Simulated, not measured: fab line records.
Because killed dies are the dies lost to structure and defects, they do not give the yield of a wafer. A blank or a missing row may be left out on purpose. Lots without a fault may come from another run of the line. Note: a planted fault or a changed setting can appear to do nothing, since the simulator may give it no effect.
A struck lot beside a sound one    flow sfq-line    13 out of 325 route steps
Sound: wafers L394.2, L394.3, L394.5. Struck: wafer L399.4. (L399.2, L399.3 of the same lot were not struck and are left out.) The cause comes at the end.
At each step with rows: each side's tool, then ch and its chambers, then its first start. Under that, the readings that differ: sound wafers    struck wafers    difference of the means    sigmas: that difference in standard deviations of wafers without a fault.
alike: readings whose means differ by less than 2 such deviations, and words and numbers that are the same on both sides. not compared: withheld readings, readings that some wafer has no value for, bounds like >300 that may hide the same value, and numbers for which the record gives no deviation and whose values overlap.
Wherever a step has rows on one side only, a row that says differs or no value, or a row with sigmas, the two part there. When numbers do not overlap yet have no deviation, they are printed without sigmas and do not part them. Lack of a reading on every wafer of one side parts them only where that side has two or more wafers.

SFQ_TRILAYER_JJ_TRILAYER_DEP_SPUTTER_112: material Nb, target thk 170 nm, time 113.3 s.
  sound on pvd-sputter-04 at day 52 12:46; struck on pvd-sputter-05 at day 53 17:58
  alike: throttle-valve-pct
SFQ_JJ_RS_MEAS_929: the measuring method here is four-point-probe.
  sound on film-metro-04 at day 52 12:52; struck on film-metro-02 at day 53 18:04
  alike: JJ_NB_RS
then, 6 steps without rows for these wafers: SFQ_TRILAYER_JJ_CE_LITHO_COAT_119 (resist thk 62 nm); SFQ_TRILAYER_JJ_CE_LITHO_COAT_114 (resist thk 600 nm); SFQ_TRILAYER_JJ_CE_LITHO_SOFTBAKE_118; SFQ_TRILAYER_JJ_CE_LITHO_EXPOSE_115 (exposes mask J5, target cd 700 nm); SFQ_TRILAYER_JJ_CE_LITHO_PEB_117 (peb time 60 s); SFQ_TRILAYER_JJ_CE_LITHO_DEVELOP_116 (time 60 s).
-- the record jumps here: 5 days lie between the struck wafers' starts before and after --
SFQ_JJ_OVL_MEAS_931:
  sound on overlay-01 at day 57 12:56; struck on overlay-02 at day 58 15:20
  alike: J5_OVL
SFQ_TRILAYER_JJ_CE_METRO_MEASURE_117:
  sound on cd-sem-02 at day 57 13:10; struck on cd-sem-01 at day 58 15:34
reading     sound              struck  difference  sigmas
cd-nm (nm)  699.8 700.8 700.4  697.5   -2.8        -2
SFQ_TRILAYER_JJ_CE_BARC_OPEN_RIE_150: chemistry O2, target BARC, target depth 240 nm, time 80 s.
  sound on rie-metal-03 ch 0,1, day 57 14:10; struck on rie-metal-03 ch 0, day 58 16:34
reading                sound              struck  difference  sigmas
oes-product-au (a.u.)  0.527 0.535 0.537  0.544   +0.011      +2
  alike: bias-w, chamber-pressure-mTorr, drypump-motor-current-A
  not compared: rf-hours-counter-h
SFQ_TRILAYER_JJ_CE_ETCH_RIE_118: chemistry SF6, target Nb, stops on Al2O3, time 97.7 s, target depth 170 nm.
  sound on rie-metal-03 ch 0,1, day 57 14:15; struck on rie-metal-03 ch 0, day 58 16:39
reading                         sound                struck  difference  sigmas
chamber-pressure-mTorr (mTorr)  9.979 10.023 10.020  7.995   -2.012      -99 or more
  alike: bias-w, drypump-motor-current-A, oes-product-au
  not compared: rf-hours-counter-h
following that, these wafers have no rows for 1 step: SFQ_TRILAYER_JJ_ANODIZE_ANODIZE_119.

== WHERE THEY PART ==
Last at SFQ_TRILAYER_JJ_CE_ETCH_RIE_118 as far as this record goes, first at SFQ_TRILAYER_JJ_CE_METRO_MEASURE_117.

WHY: what had been put in by the simulator
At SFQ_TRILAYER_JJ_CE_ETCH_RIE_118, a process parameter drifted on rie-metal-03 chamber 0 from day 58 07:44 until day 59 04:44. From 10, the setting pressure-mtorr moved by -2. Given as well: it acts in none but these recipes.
